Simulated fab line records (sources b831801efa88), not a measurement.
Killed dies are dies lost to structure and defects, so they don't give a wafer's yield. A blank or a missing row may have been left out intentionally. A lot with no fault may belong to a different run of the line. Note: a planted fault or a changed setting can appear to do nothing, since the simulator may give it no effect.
Which tool did it? | flow sky130 | 18 wafers from 6 lots sampled at 4 of the route's 708 steps

## WHAT EACH GAUGE READ, for each wafer
SKY_LI_CONTACT_RS_MEAS_22: measurement is done with a four-point probe.
lot  | measured     | on            | LI_CONTACT_W_RS (ohm/sq)
L369 | day 29 04:10 | film metro-02 | 0.285 0.287 0.275
L375 | day 31 00:04 | film metro-03 | 0.270 0.273 0.275
L377 | day 31 14:43 | film metro-01 | 0.270 0.285 0.275
L379 | day 32 13:52 | film metro-02 | 0.282 0.283 0.286
L381 | day 32 23:19 | film metro-02 | 0.282 0.276 0.281
L390 | day 36 06:35 | film metro-02 | 25.080 24.906 25.111 25.099 24.895 25.090

## TOOL THAT RAN EACH LOT (tool first, then ch and the chambers of the sampled wafers, then the start)
lot  | SKY_LI_CONTACT_CMP_02         | SKY_LI_CONTACT_SPUTTER_20    | SKY_LI_CONTACT_CVD_21
L369 | cmp-01 ch 0,2,3, day 28 00:20 | pvd sputter-04, day 29 03:58 | cvd w-02 ch 0,1, day 29 04:02
L375 | cmp-01 ch 0,2,3, day 29 20:01 | pvd sputter-04, day 30 23:52 | cvd w-02 ch 1, day 30 23:55
L377 | cmp-01 ch 1,3, day 30 10:01   | pvd sputter-01, day 31 14:31 | cvd w-02 ch 0,1, day 31 14:34
L379 | cmp-02 ch 2,3, day 31 08:56   | pvd sputter-04, day 32 13:39 | cvd w-01 ch 0,1, day 32 13:45
L381 | cmp-02 ch 0,1, day 31 19:45   | pvd sputter-03, day 32 23:05 | cvd w-01 ch 0,1, day 32 23:12
L390 | cmp-02 ch 0,1,2, day 35 03:57 | pvd sputter-01, day 36 06:24 | cvd w-01 ch 0,1, day 36 06:28
- SKY_LI_CONTACT_CMP_02: polishes PSG.
- SKY_LI_CONTACT_SPUTTER_20: material TiN, target thk 20 nm, time 80 s.
- SKY_LI_CONTACT_CVD_21: deposits W, target thk 400 nm, time 120.56 s.

## THE ANSWER, worked out from the rows above alone
Rule: the usual values come from the lots themselves. The widest of any qualifying gaps counts: lots, ordered by their means at a reading, are off when they make up no more than a third of the lots, leave a main group of 4 or more, and stand apart from it by 3 or more times the standard deviation of that group's means. Not used: any main group whose means are identical at the precision the tables above print for the reading. Also off: a lot with no number at a reading for which 4 or more lots have one. All remaining lots with rows at the step are treated as sound.
Off: L390, seen at SKY_LI_CONTACT_RS_MEAS_22 (LI_CONTACT_W_RS). For the main group the mean is 0.279 ohm/sq and the standard deviation 0.004.
If a tool, at a process step before that reading, ran all the lots that are off and no sound lot after the first of them, it fits. Those tools and the gauges at SKY_LI_CONTACT_RS_MEAS_22 are tried in the same way. Can't be told from this: 4 tools fit, cmp-02 at SKY_LI_CONTACT_CMP_02, pvd sputter-01 at SKY_LI_CONTACT_SPUTTER_20, cvd w-01 at SKY_LI_CONTACT_CVD_21, film metro-02 at SKY_LI_CONTACT_RS_MEAS_22.

## WHAT THE SIMULATOR PUT IN
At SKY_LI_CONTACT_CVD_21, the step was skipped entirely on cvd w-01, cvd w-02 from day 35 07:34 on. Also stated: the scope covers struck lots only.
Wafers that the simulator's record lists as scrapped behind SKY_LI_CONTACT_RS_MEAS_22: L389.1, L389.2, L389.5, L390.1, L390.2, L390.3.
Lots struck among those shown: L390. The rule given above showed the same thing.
